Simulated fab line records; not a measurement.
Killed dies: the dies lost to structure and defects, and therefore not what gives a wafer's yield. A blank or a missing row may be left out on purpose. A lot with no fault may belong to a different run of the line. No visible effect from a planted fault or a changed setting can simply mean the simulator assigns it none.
fab line records | flow sky130
record lots=6 | wafers=18 | last-day=50
route steps=708 shown NWELL@82 PWDE@84 VT_ADJUST_HVTP@85 PAD_OPEN@708
lots that met no fault: taken from a fault-free run of the same line
start-h: start of the lot's first displayed wafer, in hours after the record's first day | wait-h: time in hours since the lot's previous step | " identical to the entry in the row above | L1.1+2: several wafers, shown together as one row | - no value, or no start given | * or withheld: withheld | < > ~ a bound
route shown NAME@n: names a module that has steps shown in the file, with the first one's number in the route | usual: mean and standard deviation over wafers with no fault | same: alike in all rows | chamber/n: place in a boat | sites: readings site by site | _std_site: how widely they spread, as a standard deviation | _edge_site: mean of outer sites minus mean of inner sites | radius-mm: how far each site lies from the wafer's centre | mask NAME#n: copy n | behind: the most recent tool/chamber to have shaped the wafer | hold: cause of the lot's hold/its duration in hours/its outcome | device: the transistor (n, p or np) that didn't switch | end of line: the same wafers' tests at the end of the route | a step given without rows: its recipe and nothing more | killed: the dies lost at the first sort to structure and to defects; this is not the yield of the wafer | map: per-die view of a wafer (x killed, . not killed, _ where there is no die)
set.NAME: the run value of the setting; set.NAME@STEP: its run value at that earlier step | model.NAME: the simulator's own value behind a step, which no gauge read
lots seen at some steps along the route; tables by step, rows by wafer
services: the hour from which a tool's chamber was out of use, counted from the record's first day as start-h (under 0 if before that day), plus the number of hours and why
## steps
# step SKY_NWELL_RS_MEAS_29
# recipe thk-meas-gauge=four-point-probe
# usual NWELL_RS=624.6/1.6
lot.wafer | tool          | chamber | start-h | wait-h | NWELL_RS[ohm/sq]
L969.2    | film-metro-02 | -       | 113.04  | 0.1    | 625.0
L969.3    | "             | -       | "       | "      | 621.6
L969.6    | "             | -       | "       | "      | 621.1
L978.2    | film-metro-03 | -       | 158.89  | 0.1    | 624.5
L978.3    | "             | -       | "       | "      | 624.2
L978.5    | "             | -       | "       | "      | 624.0
L982.1    | film-metro-03 | -       | 186.08  | 0.1    | 625.2
L982.5    | "             | -       | "       | "      | 625.8
L982.6    | "             | -       | "       | "      | 625.2
L984.2    | film-metro-03 | -       | 196.75  | 0.1    | 627.7
L984.3    | "             | -       | "       | "      | 626.7
L984.5    | "             | -       | "       | "      | 627.1
L988.2    | film-metro-02 | -       | 217.34  | 0.1    | 624.3
L988.4    | "             | -       | "       | "      | 623.6
L988.5    | "             | -       | "       | "      | 622.9
L991.1    | film-metro-03 | -       | 251.63  | 0.1    | 624.5
L991.2    | "             | -       | "       | "      | 623.9
L991.3    | "             | -       | "       | "      | 624.1
# step SKY_NWELL_RS_MEAS_31
# recipe thk-meas-gauge=four-point-probe
# usual PWDE_RS=5270/20
lot.wafer | tool          | chamber | start-h | wait-h | PWDE_RS[ohm/sq]
L969.2    | film-metro-02 | -       | 113.28  | 0.1    | 5244
L969.3    | "             | -       | "       | "      | 5253
L969.6    | "             | -       | "       | "      | 5263
L978.2    | film-metro-03 | -       | 159.13  | 0.1    | 5277
L978.3    | "             | -       | "       | "      | 5285
L978.5    | "             | -       | "       | "      | 5271
L982.1    | film-metro-03 | -       | 186.32  | 0.1    | 5221
L982.5    | "             | -       | "       | "      | 5257
L982.6    | "             | -       | "       | "      | 5253
L984.2    | film-metro-03 | -       | 196.99  | 0.1    | 5248
L984.3    | "             | -       | "       | "      | 5235
L984.5    | "             | -       | "       | "      | 5259
L988.2    | film-metro-02 | -       | 217.58  | 0.1    | 5273
L988.4    | "             | -       | "       | "      | 5266
L988.5    | "             | -       | "       | "      | 5276
L991.1    | film-metro-03 | -       | 251.87  | 0.1    | 5308
L991.2    | "             | -       | "       | "      | 5309
L991.3    | "             | -       | "       | "      | 5325
# step SKY_VT_ADJUST_HVTP_DEHYDRATE_00
# recipe temp-c=200 | time-s=60
# step SKY_VT_ADJUST_HVTP_HMDS_01
# recipe prime-time-s=60 | prime-temp-c=120
# step SKY_VT_ADJUST_HVTP_COAT_02
# recipe resist=NOVOLAK | spin-rpm=3000 | resist-thk-nm=1140
# step SKY_VT_ADJUST_HVTP_SOFTBAKE_03
# recipe temp-c=90 | time-s=60 | resist=NOVOLAK
# step SKY_VT_ADJUST_HVTP_EXPOSE_04
# recipe mask-id=HVTPM | na=0.6 | source-shape=conventional | sigma-outer=0.6 | polarization=unpolarized | target-cd-nm=380 | dose-mj=140
# step SKY_VT_ADJUST_HVTP_PEB_05
# recipe temp-c=withheld | time-s=* | resist=NOVOLAK
# step SKY_VT_ADJUST_HVTP_DEVELOP_06
# recipe resist=NOVOLAK | developer=TMAH | develop-time-s=60 | dev-temp-c=23
# step SKY_VT_ADJUST_HVTP_CD_MEAS_07
# recipe target-cd-nm=380
# usual cd-nm=380.5/2.6
lot.wafer | tool      | chamber | start-h | wait-h | cd-nm
L969.2    | cd-sem-02 | -       | 131.41  | 0.1    | 381.8
L969.3    | "         | -       | "       | "      | 383.0
L969.6    | "         | -       | "       | "      | 379.9
L978.2    | cd-sem-01 | -       | 179.13  | 0.1    | 381.5
L978.3    | "         | -       | "       | "      | 380.2
L978.5    | "         | -       | "       | "      | 379.8
L982.1    | cd-sem-01 | -       | 207.61  | 0.1    | 381.0
L982.5    | "         | -       | "       | "      | 381.3
L982.6    | "         | -       | "       | "      | 379.3
L984.2    | cd-sem-02 | -       | 218.08  | 0.1    | 381.9
L984.3    | "         | -       | "       | "      | 382.2
L984.5    | "         | -       | "       | "      | 382.1
L988.2    | cd-sem-02 | -       | 240.26  | 0.1    | 381.4
L988.4    | "         | -       | "       | "      | 381.4
L988.5    | "         | -       | "       | "      | 380.3
L991.1    | cd-sem-01 | -       | 275.49  | 0.1    | 377.8
L991.2    | "         | -       | "       | "      | 378.0
L991.3    | "         | -       | "       | "      | 379.3
# step SKY_VT_ADJUST_HVTP_OVL_MEAS_08
# usual VT_ADJUST_HVTP_OVL=0.1/1.5
lot.wafer | tool       | chamber | start-h | wait-h | VT_ADJUST_HVTP_OVL[nm]
L969.2    | overlay-02 | -       | 131.52  | 0.1    | 1.5
L969.3    | "          | -       | "       | "      | -0.4
L969.6    | "          | -       | "       | "      | 0.3
L978.2    | overlay-02 | -       | 179.23  | 0.1    | -0.6
L978.3    | "          | -       | "       | "      | -1.3
L978.5    | "          | -       | "       | "      | -1.9
L982.1    | overlay-01 | -       | 207.73  | 0.1    | -1.0
L982.5    | "          | -       | "       | "      | -1.9
L982.6    | "          | -       | "       | "      | -1.8
L984.2    | overlay-02 | -       | 218.18  | 0.1    | -0.6
L984.3    | "          | -       | "       | "      | -0.6
L984.5    | "          | -       | "       | "      | 0.4
L988.2    | overlay-01 | -       | 240.37  | 0.1    | 0.8
L988.4    | "          | -       | "       | "      | 1.9
L988.5    | "          | -       | "       | "      | 0.5
L991.1    | overlay-01 | -       | 275.61  | 0.1    | -1.7
L991.2    | "          | -       | "       | "      | -0.5
L991.3    | "          | -       | "       | "      | 0.1
# step SKY_VT_ADJUST_HVTP_IMPLANT_09
# recipe species=As | energy-kev=150 | dose-cm2=4.3e+12 | tilt-deg=withheld
# usual beam-energy-keV=150.00/0.042 | faraday-current-uA=24.2/0.46
lot.wafer | tool         | chamber | start-h | wait-h | beam-energy-keV | faraday-current-uA | model.implant.rp-nm | model.implant.drp-nm
L969.2    | implanter-02 | 0       | 131.57  | 0.0    | 150.05          | 24.3               | 83.07               | 33.4
L969.3    | "            | 0       | "       | "      | 150.00          | 24.1               | 83.07               | 33.4
L969.6    | "            | 0       | "       | "      | 149.95          | 24.1               | 83.07               | 33.4
L978.2    | implanter-04 | 0       | 179.29  | 0.0    | 150.05          | 25.7               | 82.07               | 33.4
L978.3    | "            | 0       | "       | "      | 150.07          | 25.3               | 82.07               | 33.4
L978.5    | "            | 0       | "       | "      | 150.00          | 23.7               | 82.07               | 33.4
L982.1    | implanter-04 | 0       | 207.76  | 0.0    | 161.56          | 24.8               | 87.74               | 35.51
L982.5    | "            | 0       | "       | "      | 161.57          | 24.3               | 87.74               | 35.51
L982.6    | "            | 0       | "       | "      | 161.51          | 24.2               | 87.74               | 35.51
L984.2    | implanter-04 | 0       | 218.24  | 0.0    | 161.49          | 23.7               | 90.74               | 35.51
L984.3    | "            | 0       | "       | "      | 161.52          | 24.3               | 90.74               | 35.51
L984.5    | "            | 0       | "       | "      | 161.55          | 25.1               | 90.74               | 35.51
L988.2    | implanter-02 | 0       | 240.42  | 0.0    | 150.01          | 24.7               | 81.72               | 33.4
L988.4    | "            | 0       | "       | "      | 150.04          | 23.7               | 81.72               | 33.4
L988.5    | "            | 0       | "       | "      | 150.02          | 24.5               | 81.72               | 33.4
L991.1    | implanter-03 | 0       | 275.64  | 0.0    | 149.97          | 24.4               | 84.12               | 33.4
L991.2    | "            | 0       | "       | "      | 149.94          | 24.8               | 84.12               | 33.4
L991.3    | "            | 0       | "       | "      | 149.95          | 25.6               | 84.12               | 33.4
# step SKY_VT_ADJUST_HVTP_STRIP_10
# recipe chemistry=O2/N2 | power-w=1400 | pressure-mtorr=1500 | platen-temp-c=withheld | o2-flow-sccm=3000 | n2-flow-sccm=300 | overash-fraction=0.5
# usual drypump-motor-current-A=6.1/0.53 | oes-product-au=0.716/0.0045 | strip-time-to-endpoint-s=14.17/0.034
lot.wafer | tool            | chamber | start-h | wait-h | drypump-motor-current-A | oes-product-au | rf-hours-counter-h | strip-time-to-endpoint-s
L969.2    | plasma-asher-04 | 1       | 131.70  | 0.1    | 5.8                     | 0.706          | 44                 | 14.18
L969.3    | "               | 1       | "       | "      | 5.8                     | 0.714          | -                  | 14.15
L969.6    | "               | 0       | "       | "      | 6.6                     | 0.723          | -                  | 14.17
L978.2    | plasma-asher-01 | 0       | 179.41  | 0.1    | 6.6                     | 0.717          | 6                  | 14.11
L978.3    | "               | 0       | "       | "      | 6.6                     | 0.717          | -                  | 14.15
L978.5    | "               | 0       | "       | "      | 6.6                     | 0.710          | -                  | 14.19
L982.1    | plasma-asher-01 | 1       | 207.91  | 0.1    | 5.8                     | 0.717          | 9                  | 14.22
L982.5    | "               | 1       | "       | "      | 5.8                     | 0.717          | -                  | 14.25
L982.6    | "               | 0       | "       | "      | 6.6                     | 0.720          | -                  | 14.24
L984.2    | plasma-asher-01 | 1       | 218.36  | 0.1    | 5.8                     | 0.728          | 10                 | 14.19
L984.3    | "               | 1       | "       | "      | 5.8                     | 0.714          | -                  | 14.17
L984.5    | "               | 1       | "       | "      | 5.8                     | 0.712          | -                  | 14.15
L988.2    | plasma-asher-01 | 0       | 240.55  | 0.1    | 6.6                     | 0.719          | 13                 | 14.17
L988.4    | "               | 0       | "       | "      | 6.6                     | 0.708          | -                  | 14.22
L988.5    | "               | 1       | "       | "      | 5.8                     | 0.720          | -                  | 14.14
L991.1    | plasma-asher-02 | 0       | 275.79  | 0.1    | 4.9                     | 0.717          | 46                 | 14.16
L991.2    | "               | 1       | "       | "      | 6.1                     | 0.720          | 46                 | 14.17
L991.3    | "               | 0       | "       | "      | 5.0                     | 0.716          | -                  | 14.17
# step SKY_PAD_OPEN_PROBE_99
# usual killed_at_M0_to_M3=44/7.4 | killed_at_M4_up=3.0/1.8 | killed-at-contacts=24/5.1 | killed-at-front-end=15/4.3 | killed-at-other=0.3/0.54 | killed-dies=86/9.9 | killed-open=47/7.1 | killed-short=38/6.7
# same gross-dies=492 | killed-at-back-side=0
lot.wafer | tool      | chamber | start-h | wait-h | killed_at_M0_to_M3 | killed_at_M4_up | killed-at-contacts | killed-at-front-end | killed-at-other | killed-dies | killed-open | killed-short | model.etest.tip-p.rs-ohm-sq | model.etest.pfet_01v8.r-on-ohm-um | model.etest.pfet_01v8.drive-ua-um | model.etest.pfet_01v8_mvt.drive-ua-um | model.etest.pfet_01v8_hvt.drive-ua-um | model.etest.pfet_01v8_mvt.off-log10-a-um | model.etest.pfet_01v8.off-log10-a-um | model.etest.sram-pfet-latch.off-log10-a-um
L969.2    | prober-02 | -       | 1090.64 | 0.1    | 35                 | 5               | 22                 | 18                  | 0               | 80          | 42          | 38           | 6922                        | 2888                              | 197.3                             | 152.2                                 | 146.4                                 | -10.82                                   | -9.337                               | -12.54
L969.3    | prober-02 | -       | 1090.69 | 0.2    | 40                 | 5               | 23                 | 15                  | 0               | 83          | 41          | 42           | 6868                        | 2936                              | 186.4                             | 146.8                                 | 139.4                                 | -10.9                                    | -10.04                               | -12.93
L969.6    | prober-02 | -       | 1090.84 | 0.2    | 37                 | 1               | 12                 | 18                  | 0               | 68          | 38          | 30           | 6887                        | 2873                              | 192.9                             | 151.4                                 | 145.2                                 | -10.69                                   | -9.621                               | -12.82
L978.2    | prober-01 | -       | 1144.03 | 0.1    | 51                 | 3               | 32                 | 17                  | 0               | 103         | 68          | 35           | 6916                        | 3033                              | 178.9                             | 146                                   | 132.9                                 | -10.96                                   | -10.3                                | -13.15
L978.3    | prober-01 | -       | 1144.08 | 0.2    | 47                 | 4               | 28                 | 9                   | 0               | 88          | 51          | 37           | 6980                        | 2962                              | 186.7                             | 148.7                                 | 137.1                                 | -10.99                                   | -10.17                               | -13.04
L978.5    | prober-01 | -       | 1144.18 | 0.2    | 58                 | 3               | 21                 | 16                  | 0               | 98          | 56          | 42           | 6908                        | 2986                              | 185                               | 146.8                                 | 138.4                                 | -10.96                                   | -10.23                               | -13.07
L982.1    | prober-01 | -       | 1161.07 | 0.1    | 39                 | 3               | 25                 | 11                  | 0               | 78          | 39          | 39           | 6681                        | 2804                              | 203.1                             | 160.8                                 | 152.2                                 | -9.805                                   | -9.118                               | -12.39
L982.5    | prober-01 | -       | 1161.27 | 0.2    | 52                 | 6               | 27                 | 16                  | 0               | 101         | 46          | 55           | 6710                        | 2851                              | 196.6                             | 158                                   | 148.5                                 | -9.797                                   | -9.204                               | -12.3
L982.6    | prober-01 | -       | 1161.32 | 0.2    | 45                 | 6               | 22                 | 15                  | 0               | 88          | 45          | 43           | 6678                        | 2818                              | 203.4                             | 161.9                                 | 152.5                                 | -9.741                                   | -9.027                               | -12.43
L984.2    | prober-01 | -       | 1168.44 | 0.1    | 40                 | 6               | 37                 | 12                  | 1               | 96          | 60          | 36           | 6594                        | 2648                              | 218.4                             | 170                                   | 163.7                                 | -9.302                                   | -8.341                               | -11.99
L984.3    | prober-01 | -       | 1168.49 | 0.2    | 47                 | 5               | 30                 | 17                  | 0               | 99          | 50          | 49           | 6488                        | 2648                              | 218.5                             | 172.1                                 | 162.7                                 | -9.105                                   | -8.492                               | -11.86
L984.5    | prober-01 | -       | 1168.59 | 0.2    | 52                 | 2               | 21                 | 19                  | 0               | 94          | 55          | 39           | 6583                        | 2649                              | 216.8                             | 171.1                                 | 163.3                                 | -9.271                                   | -8.562                               | -11.99
L988.2    | prober-01 | -       | 1191.09 | 0.1    | 53                 | 1               | 17                 | 18                  | 0               | 89          | 35          | 54           | 6923                        | 2923                              | 191                               | 150.7                                 | 143.4                                 | -11.12                                   | -10.01                               | -13.07
L988.4    | prober-01 | -       | 1191.19 | 0.2    | 66                 | 1               | 17                 | 18                  | 0               | 102         | 52          | 50           | 6918                        | 2930                              | 189.1                             | 146.8                                 | 141.6                                 | -11.11                                   | -10.04                               | -12.94
L988.5    | prober-01 | -       | 1191.24 | 0.2    | 45                 | 3               | 25                 | 13                  | 0               | 86          | 44          | 42           | 6885                        | 2874                              | 193.2                             | 149.7                                 | 143.2                                 | -10.99                                   | -9.983                               | -13.12
L991.1    | prober-02 | -       | 1211.64 | 0.1    | 55                 | 1               | 26                 | 10                  | 0               | 92          | 52          | 40           | 6794                        | 2910                              | 192.6                             | 153.8                                 | 144.1                                 | -10.68                                   | -9.687                               | -12.65
L991.2    | prober-02 | -       | 1211.69 | 0.1    | 51                 | 4               | 15                 | 13                  | 1               | 84          | 55          | 29           | 6804                        | 2868                              | 194.3                             | 155.1                                 | 144.7                                 | -10.26                                   | -9.697                               | -12.61
L991.3    | prober-02 | -       | 1211.74 | 0.2    | 44                 | 5               | 26                 | 14                  | 0               | 89          | 47          | 42           | 6794                        | 2810                              | 201                               | 158.7                                 | 150.9                                 | -10.26                                   | -9.131                               | -12.36
# killed by level:class
L969.2 CONTACT:geometric-particle:open=11 VIA1:geometric-particle:open=7 CONTACT:geometric-particle:short=6 FIELD_ISO:geometric-particle:short=5 VIA1:geometric-particle:short=5 METAL2:geometric-particle:short=5 VIA2:geometric-particle:open=5 POLY_GATE:geometric-particle:open=4
L969.3 VIA1:geometric-particle:open=11 CONTACT:geometric-particle:open=9 VIA2:geometric-particle:open=6 VIA1:geometric-particle:short=6 POLY_GATE:geometric-particle:short=5 LOCAL_INTERCONNECT:geometric-particle:short=5 METAL4:geometric-particle:short=5 METAL1:geometric-particle:short=4
L969.6 VIA1:geometric-particle:open=9 VIA2:geometric-particle:open=7 LI_CONTACT:geometric-particle:open=6 FIELD_ISO:geometric-particle:open=5 FIELD_ISO:geometric-particle:short=5 METAL1:geometric-particle:short=4 VIA1:geometric-particle:short=4 VIA2:geometric-particle:short=4
L978.2 VIA1:geometric-particle:open=21 CONTACT:geometric-particle:open=14 LI_CONTACT:geometric-particle:open=7 FIELD_ISO:geometric-particle:open=6 METAL1:geometric-particle:short=6 VIA3:geometric-particle:short=5 VIA3:geometric-particle:open=5 POLY_GATE:geometric-particle:open=4
L978.3 CONTACT:geometric-particle:open=10 VIA1:geometric-particle:open=10 METAL2:geometric-particle:short=8 METAL1:geometric-particle:short=6 LI_CONTACT:geometric-particle:open=6 VIA3:geometric-particle:open=6 LOCAL_INTERCONNECT:geometric-particle:short=5 VIA2:geometric-particle:open=4
L978.5 VIA1:geometric-particle:open=14 LI_CONTACT:geometric-particle:open=8 VIA3:geometric-particle:open=7 VIA2:geometric-particle:open=7 METAL2:geometric-particle:short=6 FIELD_ISO:geometric-particle:open=5 CONTACT:geometric-particle:open=5 POLY_GATE:geometric-particle:short=4
L982.1 VIA1:geometric-particle:open=11 CONTACT:geometric-particle:open=9 LI_CONTACT:geometric-particle:open=8 FIELD_ISO:geometric-particle:short=7 VIA3:geometric-particle:short=7 VIA1:geometric-particle:short=5 CONTACT:geometric-particle:short=4 METAL2:geometric-particle:short=4
L982.5 VIA1:geometric-particle:open=11 LOCAL_INTERCONNECT:geometric-particle:short=9 CONTACT:geometric-particle:open=8 VIA1:geometric-particle:short=8 METAL2:geometric-particle:short=8 VIA2:geometric-particle:open=8 FIELD_ISO:geometric-particle:short=6 LI_CONTACT:geometric-particle:open=6
L982.6 VIA1:geometric-particle:open=16 POLY_GATE:geometric-particle:short=7 METAL2:geometric-particle:short=6 VIA1:geometric-particle:short=6 VIA2:geometric-particle:open=5 CONTACT:geometric-particle:open=5 CONTACT:geometric-particle:short=5 METAL1:geometric-particle:short=5
L984.2 CONTACT:geometric-particle:open=12 LI_CONTACT:geometric-particle:open=11 VIA1:geometric-particle:open=11 VIA2:geometric-particle:open=11 CONTACT:geometric-particle:short=7 POLY_GATE:geometric-particle:open=5 FIELD_ISO:geometric-particle:short=4 METAL4:geometric-particle:short=4
L984.3 VIA1:geometric-particle:open=13 LI_CONTACT:geometric-particle:open=13 VIA1:geometric-particle:short=9 FIELD_ISO:geometric-particle:short=6 CONTACT:geometric-particle:open=6 METAL2:geometric-particle:short=6 LOCAL_INTERCONNECT:geometric-particle:short=4 CONTACT:geometric-particle:short=4
L984.5 VIA1:geometric-particle:open=10 CONTACT:geometric-particle:open=8 METAL1:geometric-particle:short=8 METAL2:geometric-particle:short=7 FIELD_ISO:geometric-particle:open=6 LI_CONTACT:geometric-particle:open=6 VIA2:geometric-particle:open=6 VIA1:geometric-particle:short=5
L988.2 METAL2:geometric-particle:short=10 METAL1:geometric-particle:short=8 POLY_GATE:geometric-particle:short=6 CONTACT:geometric-particle:open=6 VIA1:geometric-particle:short=6 VIA1:geometric-particle:open=6 VIA2:geometric-particle:open=6 VIA3:geometric-particle:open=6
L988.4 VIA1:geometric-particle:open=18 VIA3:geometric-particle:open=10 VIA1:geometric-particle:short=8 METAL2:geometric-particle:short=8 LI_CONTACT:geometric-particle:open=6 METAL1:geometric-particle:short=6 POLY_GATE:geometric-particle:short=5 CONTACT:geometric-particle:open=5
L988.5 CONTACT:geometric-particle:open=9 METAL1:geometric-particle:short=8 VIA1:geometric-particle:short=7 VIA1:geometric-particle:open=7 METAL2:geometric-particle:short=7 VIA3:geometric-particle:open=7 LI_CONTACT:geometric-particle:open=6 LOCAL_INTERCONNECT:geometric-particle:short=6
L991.1 VIA1:geometric-particle:open=12 CONTACT:geometric-particle:open=12 METAL2:geometric-particle:short=9 VIA1:geometric-particle:short=8 LI_CONTACT:geometric-particle:open=6 VIA3:geometric-particle:open=6 VIA2:geometric-particle:open=5 CONTACT:geometric-particle:short=4
L991.2 VIA3:geometric-particle:open=14 VIA1:geometric-particle:open=10 VIA2:geometric-particle:open=9 CONTACT:geometric-particle:open=6 FIELD_ISO:geometric-particle:short=4 POLY_GATE:geometric-particle:open=4 LI_CONTACT:geometric-particle:open=4 METAL3:geometric-particle:short=4
L991.3 VIA1:geometric-particle:open=14 CONTACT:geometric-particle:open=8 FIELD_ISO:geometric-particle:short=7 LI_CONTACT:geometric-particle:open=7 METAL1:geometric-particle:short=6 VIA3:geometric-particle:open=6 CONTACT:geometric-particle:short=5 METAL2:geometric-particle:open=5
## services
tool            | chamber | start-h | hours | kind
plasma-asher-01 | -       | 108.75  | 9.0   | pm
plasma-asher-01 | 0       | 108.75  | 9.0   | vent-cycle
plasma-asher-01 | 1       | 108.75  | 9.0   | vent-cycle
plasma-asher-01 | 0       | 117.75  | -     | clean
plasma-asher-01 | 1       | 117.75  | -     | clean
implanter-04    | -       | 124.15  | 3.8   | repair
implanter-04    | -       | 133.44  | 10.2  | repair
implanter-02    | -       | 143.18  | 3.3   | pm
plasma-asher-02 | -       | 155.12  | 2.2   | repair
implanter-02    | -       | 194.94  | 1.6   | repair
plasma-asher-01 | -       | 255.79  | 0.8   | repair
plasma-asher-01 | -       | 257.47  | 2.8   | pm
## key
first-sign step=SKY_VT_ADJUST_HVTP_IMPLANT_09 | reading=beam-energy-keV | direction=up | sigmas=99+ | usual=* | struck=*
effect none on later readings
model-effect step=SKY_VT_ADJUST_HVTP_IMPLANT_09 | value=implant.rp-nm | without=83.23 | struck=89.24
model-effect step=SKY_PAD_OPEN_PROBE_99 | value=etest.tip-p.rs-ohm-sq | without=6860 | struck=6622
met-at SKY_VT_ADJUST_HVTP_IMPLANT_09
struck-wafers L982.1,L982.5,L982.6,L984.2,L984.3,L984.5
tester-left-out L982,L984
onset-between 179.29 207.76
fault kind=process-parameter-drift | tool=implanter-04 | chamber=- | onset-h=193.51 | steps=SKY_VT_ADJUST_HVTP_IMPLANT_09 | channel=energy-kev | offset=* | shape=step | end-h=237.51 | acts-in=* | stated=*
# tester-left-out: of these lots the tester's yield and bins aren't shown, on N5 and GAA mostly nor the transistor test; their killed dies are dies lost to structure and defects alone, not to doping, threshold or leakage, so they don't give the yield
